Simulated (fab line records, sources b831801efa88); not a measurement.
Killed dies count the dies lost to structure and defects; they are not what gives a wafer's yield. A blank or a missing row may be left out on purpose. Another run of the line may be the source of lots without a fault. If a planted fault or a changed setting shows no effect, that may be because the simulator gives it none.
Which of the tools did it? + flow gf180mcu + 24 lots, 72 wafers sampled, at 6 steps of a route of 602

## WHAT THE GAUGES READ, wafer by wafer
GF_M4_THK_MEAS_06: measures by xrf.
| lot  | measured     | on            | M4_ALCU_THK (nm) |
|------|--------------|---------------|------------------|
| L074 | day 22 10:01 | film metro-02 | 460 461 462      |
| L075 | day 22 17:56 | film metro-04 | 466 466 467      |
| L076 | day 23 06:20 | film metro-04 | 464 469 467      |
| L077 | day 23 10:30 | film metro-04 | 472 472 464      |
| L078 | day 23 23:29 | film metro-02 | 466 457 458      |
| L079 | day 24 08:57 | film metro-02 | 468 476 473      |
| L080 | day 24 13:27 | film metro-04 | 469 471 470      |
| L081 | day 24 21:50 | film metro-02 | 465 459 461      |
| L082 | day 25 10:55 | film metro-04 | 464 461 463      |
| L083 | day 25 19:31 | film metro-02 | 455 458 462      |
| L084 | day 26 00:02 | film metro-04 | 461 465 466      |
| L085 | day 26 09:52 | film metro-03 | 464 462 457      |
| L086 | day 26 16:31 | film metro-04 | 462 462 457      |
| L087 | day 26 23:05 | film metro-04 | 467 466 466      |
| L089 | day 27 08:50 | film metro-02 | 453 455 455      |
| L088 | day 27 14:37 | film metro-03 | 460 457 462      |
| L090 | day 27 19:28 | film metro-03 | 452 458 458      |
| L091 | day 28 06:37 | film metro-03 | 460 458 458      |
| L092 | day 28 14:49 | film metro-03 | 453 454 446      |
| L093 | day 28 15:02 | film metro-02 | 461 463 460      |
| L094 | day 29 00:22 | film metro-02 | 455 451 456      |
| L095 | day 29 05:40 | film metro-02 | 455 460 462      |
| L097 | day 29 15:18 | film metro-04 | 458 467 462      |
| L096 | day 29 17:50 | film metro-04 | 463 459 459      |

GF_V4_RS_MEAS_24: measures by four-point-probe.
| lot  | measured     | on            | V4_W_RS (ohm/sq)  |
|------|--------------|---------------|-------------------|
| L074 | day 24 09:24 | film metro-02 | 0.336 0.335 0.336 |
| L075 | day 24 16:31 | film metro-02 | 0.326 0.325 0.327 |
| L076 | day 25 04:37 | film metro-01 | 0.324 0.325 0.323 |
| L077 | day 25 08:41 | film metro-02 | 0.332 0.329 0.330 |
| L078 | day 25 20:09 | film metro-03 | 0.331 0.331 0.333 |
| L079 | day 26 06:34 | film metro-03 | 0.331 0.328 0.328 |
| L080 | day 26 10:16 | film metro-03 | 0.330 0.328 0.328 |
| L081 | day 26 17:34 | film metro-01 | 0.328 0.329 0.331 |
| L082 | day 27 07:42 | film metro-02 | 0.327 0.329 0.327 |
| L083 | day 27 14:22 | film metro-02 | 0.326 0.326 0.327 |
| L084 | day 27 19:05 | film metro-02 | 0.319 0.326 0.324 |
| L085 | day 28 04:07 | film metro-02 | 0.326 0.330 0.328 |
| L086 | day 28 10:17 | film metro-02 | 0.326 0.330 0.331 |
| L087 | day 28 16:37 | film metro-02 | 0.325 0.325 0.329 |
| L089 | day 29 02:02 | film metro-03 | 0.330 0.329 0.330 |
| L088 | day 29 07:29 | film metro-03 | 0.329 0.336 0.332 |
| L090 | day 29 12:22 | film metro-03 | 0.328 0.326 0.328 |
| L091 | day 29 23:28 | film metro-03 | 0.330 0.329 0.328 |
| L092 | day 30 06:07 | film metro-03 | 0.333 0.327 0.330 |
| L093 | day 30 07:06 | film metro-01 | 0.329 0.332 0.332 |
| L094 | day 30 15:52 | film metro-03 | 0.330 0.330 0.326 |
| L095 | day 30 20:40 | film metro-03 | 0.326 0.328 0.330 |
| L097 | day 31 05:49 | film metro-03 | 0.328 0.331 0.332 |
| L096 | day 31 07:46 | film metro-03 | 0.326 0.328 0.328 |

GF_V5_THK_MEAS_25: measures by xrf.
| lot  | measured     | on            | V5_W_THK (nm) |
|------|--------------|---------------|---------------|
| L074 | day 27 04:02 | film metro-04 | 362 356 364   |
| L075 | day 27 11:08 | film metro-04 | 360 362 355   |
| L076 | day 27 23:26 | film metro-02 | 354 352 346   |
| L077 | day 28 02:22 | film metro-01 | 354 360 360   |
| L078 | day 28 12:41 | film metro-02 | 358 358 356   |
| L079 | day 28 22:12 | film metro-02 | 348 357 350   |
| L080 | day 29 01:00 | film metro-02 | 348 352 345   |
| L081 | day 29 08:53 | film metro-04 | 355 358 355   |
| L082 | day 29 21:24 | film metro-02 | 355 352 351   |
| L083 | day 30 04:00 | film metro-02 | 352 349 350   |
| L084 | day 30 07:59 | film metro-04 | 354 356 351   |
| L085 | day 30 16:22 | film metro-04 | 357 355 359   |
| L086 | day 30 22:59 | film metro-04 | 345 354 351   |
| L087 | day 31 04:17 | film metro-02 | 353 353 347   |
| L089 | day 31 12:17 | film metro-04 | 357 357 356   |
| L088 | day 31 17:30 | film metro-01 | 351 354 356   |
| L090 | day 31 21:58 | film metro-01 | 353 355 357   |
| L091 | day 32 07:08 | film metro-01 | 355 352 356   |
| L092 | day 32 15:24 | film metro-02 | 346 353 350   |
| L093 | day 32 15:49 | film metro-04 | 352 353 350   |
| L094 | day 32 21:52 | film metro-01 | 350 353 357   |
| L095 | day 33 01:59 | film metro-04 | 352 355 359   |
| L097 | day 33 10:53 | film metro-01 | 344 355 346   |
| L096 | day 33 12:34 | film metro-04 | 353 353 354   |

## EACH LOT AND THE TOOL THAT RAN IT (in order: tool; ch and the chambers of the sampled wafers; start)
| lot  | GF_POLY_GATE_ETCH_13             | GF_M3_SPUTTER_03             | GF_MIM_SPUTTER_03            |
|------|----------------------------------|------------------------------|------------------------------|
| L074 | rie si-01 ch 1,2,3, day 9 04:30  | pvd sputter-04, day 20 07:01 | pvd sputter-04, day 24 10:00 |
| L075 | rie si-01 ch 0,1,2, day 9 12:29  | pvd sputter-04, day 20 15:21 | pvd sputter-04, day 24 17:09 |
| L076 | rie si-02 ch 0,1, day 9 20:35    | pvd sputter-03, day 21 03:20 | pvd sputter-04, day 25 05:13 |
| L077 | rie si-01 ch 0,2,3, day 9 22:14  | pvd sputter-02, day 21 08:57 | pvd sputter-04, day 25 09:19 |
| L078 | rie si-02 ch 0,1,2, day 10 11:00 | pvd sputter-03, day 21 22:18 | pvd sputter-02, day 25 20:45 |
| L079 | rie si-01 ch 0,2,3, day 10 17:11 | pvd sputter-03, day 22 08:40 | pvd sputter-03, day 26 07:11 |
| L080 | rie si-01 ch 0,1,3, day 10 22:38 | pvd sputter-02, day 22 12:57 | pvd sputter-03, day 26 10:58 |
| L081 | rie si-01 ch 0,1,2, day 11 04:35 | pvd sputter-03, day 22 23:11 | pvd sputter-03, day 26 18:11 |
| L082 | rie si-02 ch 1,2,3, day 11 15:42 | pvd sputter-03, day 23 11:24 | pvd sputter-02, day 27 08:18 |
| L083 | rie si-02 ch 0,2, day 11 21:48   | pvd sputter-04, day 23 20:10 | pvd sputter-04, day 27 15:01 |
| L084 | rie si-01 ch 0,1,2, day 12 05:39 | pvd sputter-04, day 24 01:39 | pvd sputter-02, day 27 19:41 |
| L085 | rie si-01 ch 0,1,3, day 12 10:59 | pvd sputter-04, day 24 11:18 | pvd sputter-04, day 28 04:45 |
| L086 | rie si-01 ch 0,2,3, day 12 18:31 | pvd sputter-02, day 24 19:36 | pvd sputter-03, day 28 10:53 |
| L087 | rie si-02 ch 0,1,2, day 13 02:15 | pvd sputter-03, day 25 02:41 | pvd sputter-04, day 28 17:15 |
| L089 | rie si-01 ch 0,2, day 13 14:29   | pvd sputter-03, day 25 12:07 | pvd sputter-03, day 29 02:39 |
| L088 | rie si-02 ch 0,3, day 13 14:47   | pvd sputter-02, day 25 18:19 | pvd sputter-03, day 29 08:06 |
| L090 | rie si-02 ch 2,3, day 13 21:44   | pvd sputter-04, day 25 23:42 | pvd sputter-04, day 29 13:00 |
| L091 | rie si-02 ch 1,2,3, day 14 10:20 | pvd sputter-03, day 26 11:46 | pvd sputter-03, day 30 00:06 |
| L092 | rie si-01 ch 0,1,2, day 14 13:02 | pvd sputter-03, day 26 19:22 | pvd sputter-02, day 30 06:44 |
| L093 | rie si-02 ch 2,3, day 14 19:20   | pvd sputter-03, day 26 20:19 | pvd sputter-04, day 30 07:44 |
| L094 | rie si-01 ch 0,1,2, day 15 04:44 | pvd sputter-03, day 27 05:59 | pvd sputter-02, day 30 16:49 |
| L095 | rie si-01 ch 0,3, day 15 10:53   | pvd sputter-02, day 27 10:20 | pvd sputter-03, day 30 21:18 |
| L097 | rie si-02 ch 1,2, day 15 22:35   | pvd sputter-02, day 27 21:20 | pvd sputter-04, day 31 06:27 |
| L096 | rie si-02 ch 0,2,3, day 16 01:59 | pvd sputter-02, day 28 00:24 | pvd sputter-04, day 31 08:25 |
- GF_POLY_GATE_ETCH_13: etches poly-Si in HBr/Cl2, stops on SiO2, target depth 198.5 nm, time 69.6 s.
- GF_M3_SPUTTER_03: material Ti, target thk 10 nm, time 6.7 s.
- GF_MIM_SPUTTER_03: material Ti, target thk 10 nm, time 6.7 s.

## AS READ BY THE TOOLS THEMSELVES (means over the sampled wafers that have a number; for cases with no such wafer, the mark the record gives instead)
GF_POLY_GATE_ETCH_13.
| lot  | tool      | HBr_flow_sccm (sccm) | drypump motor current A (A) | oes product au (a.u.) | throttle valve pct (%) |
|------|-----------|----------------------|-----------------------------|-----------------------|------------------------|
| L074 | rie si-01 | 149.8                | 5.9                         | 0.999                 | 33.697                 |
| L075 | rie si-01 | 150.2                | 5.9                         | 0.981                 | 33.678                 |
| L076 | rie si-02 | 149.9                | 5.5                         | 0.988                 | 33.680                 |
| L077 | rie si-01 | 149.9                | 5.6                         | 0.983                 | 33.679                 |
| L078 | rie si-02 | 150.4                | 5.4                         | 0.989                 | 33.681                 |
| L079 | rie si-01 | 150.2                | 5.7                         | 0.990                 | 33.677                 |
| L080 | rie si-01 | 150.0                | 5.6                         | 0.984                 | 33.678                 |
| L081 | rie si-01 | 150.0                | 5.9                         | 1.003                 | 33.670                 |
| L082 | rie si-02 | 149.8                | 5.5                         | 0.989                 | 33.685                 |
| L083 | rie si-02 | 150.1                | 5.3                         | 0.976                 | 33.689                 |
| L084 | rie si-01 | 149.4                | 5.9                         | 0.988                 | 33.688                 |
| L085 | rie si-01 | 149.7                | 5.6                         | 0.997                 | 33.686                 |
| L086 | rie si-01 | 149.9                | 5.6                         | 0.995                 | 33.691                 |
| L087 | rie si-02 | 149.6                | 5.4                         | 0.984                 | 33.680                 |
| L089 | rie si-01 | 150.0                | 5.6                         | 0.999                 | 33.686                 |
| L088 | rie si-02 | 149.9                | 5.6                         | 0.994                 | 33.684                 |
| L090 | rie si-02 | 150.0                | 5.5                         | 0.987                 | 33.686                 |
| L091 | rie si-02 | 150.0                | 5.5                         | 0.988                 | 33.685                 |
| L092 | rie si-01 | 149.9                | 5.9                         | 0.996                 | 33.691                 |
| L093 | rie si-02 | 150.9                | 5.5                         | 0.993                 | 33.681                 |
| L094 | rie si-01 | 149.5                | 5.9                         | 0.988                 | 33.680                 |
| L095 | rie si-01 | 150.4                | 5.4                         | 0.989                 | 33.675                 |
| L097 | rie si-02 | 149.8                | 5.6                         | 0.986                 | 33.683                 |
| L096 | rie si-02 | 149.8                | 5.4                         | 0.995                 | 33.682                 |

GF_M3_SPUTTER_03.
| lot  | tool           | cathode dc power W (W) | throttle valve pct (%) |
|------|----------------|------------------------|------------------------|
| L074 | pvd sputter-04 | 3000.4                 | 30.3                   |
| L075 | pvd sputter-04 | 2999.9                 | 30.0                   |
| L076 | pvd sputter-03 | 3000.4                 | 30.3                   |
| L077 | pvd sputter-02 | 3000.1                 | 29.0                   |
| L078 | pvd sputter-03 | 2999.8                 | 29.4                   |
| L079 | pvd sputter-03 | 3000.0                 | 30.1                   |
| L080 | pvd sputter-02 | 3000.2                 | 29.3                   |
| L081 | pvd sputter-03 | 3000.2                 | 30.2                   |
| L082 | pvd sputter-03 | 2999.6                 | 30.2                   |
| L083 | pvd sputter-04 | 3000.2                 | 30.1                   |
| L084 | pvd sputter-04 | 2999.6                 | 30.0                   |
| L085 | pvd sputter-04 | 2999.7                 | 30.1                   |
| L086 | pvd sputter-02 | 2999.5                 | 30.0                   |
| L087 | pvd sputter-03 | 3000.0                 | 30.0                   |
| L089 | pvd sputter-03 | 2999.7                 | 30.1                   |
| L088 | pvd sputter-02 | 3000.1                 | 29.9                   |
| L090 | pvd sputter-04 | 3000.3                 | 30.2                   |
| L091 | pvd sputter-03 | 2999.8                 | 30.6                   |
| L092 | pvd sputter-03 | 3000.2                 | 30.0                   |
| L093 | pvd sputter-03 | 3000.1                 | 30.5                   |
| L094 | pvd sputter-03 | 3000.1                 | 30.1                   |
| L095 | pvd sputter-02 | 3000.2                 | 30.9                   |
| L097 | pvd sputter-02 | 2999.9                 | 29.3                   |
| L096 | pvd sputter-02 | 2999.9                 | 30.6                   |

GF_MIM_SPUTTER_03.
| lot  | tool           | cathode dc power W (W) | throttle valve pct (%) |
|------|----------------|------------------------|------------------------|
| L074 | pvd sputter-04 | 3000.1                 | 30.2                   |
| L075 | pvd sputter-04 | 3000.0                 | 30.0                   |
| L076 | pvd sputter-04 | 3000.1                 | 30.2                   |
| L077 | pvd sputter-04 | 3000.1                 | 30.3                   |
| L078 | pvd sputter-02 | 3000.3                 | 29.8                   |
| L079 | pvd sputter-03 | 3000.6                 | 29.7                   |
| L080 | pvd sputter-03 | 3000.3                 | 30.0                   |
| L081 | pvd sputter-03 | 3000.1                 | 30.4                   |
| L082 | pvd sputter-02 | 3000.0                 | 29.0                   |
| L083 | pvd sputter-04 | 2999.9                 | 30.0                   |
| L084 | pvd sputter-02 | 2999.4                 | 30.7                   |
| L085 | pvd sputter-04 | 3000.5                 | 30.5                   |
| L086 | pvd sputter-03 | 3000.6                 | 29.8                   |
| L087 | pvd sputter-04 | 2999.9                 | 29.9                   |
| L089 | pvd sputter-03 | 2999.8                 | 30.0                   |
| L088 | pvd sputter-03 | 3000.0                 | 29.6                   |
| L090 | pvd sputter-04 | 3000.1                 | 30.1                   |
| L091 | pvd sputter-03 | 3000.1                 | 30.2                   |
| L092 | pvd sputter-02 | 2999.7                 | 29.4                   |
| L093 | pvd sputter-04 | 3000.2                 | 30.1                   |
| L094 | pvd sputter-02 | 2999.8                 | 29.9                   |
| L095 | pvd sputter-03 | 2999.8                 | 30.2                   |
| L097 | pvd sputter-04 | 2999.6                 | 30.4                   |
| L096 | pvd sputter-04 | 3000.1                 | 30.4                   |

## THE ANSWER, worked out from the rows above alone
Rule: what is usual is taken from the lots themselves. The widest of any qualifying gaps counts: lots, ordered by their means at a reading, are off when they make up no more than a third of the lots, leave a main group of 4 or more, and stand apart from it by 3 or more times the standard deviation of that group's means. The tables above print the reading to a certain number of digits; a main group whose means all agree to those digits is not used. Also off: a lot with no number at a reading for which 4 or more lots have one. Where the step has rows for the other lots, those lots are counted as sound. After the gauges, taken in route order, come the tools' own readings; for these a lot's mean is taken, as printed above. At the first step where some lot is off, the reading lying furthest off is the one used; lots without a number count as furthest.
Across all readings shown, no lot is off: no conclusion can be drawn from this.

## WHAT THE SIMULATOR HAD PUT IN
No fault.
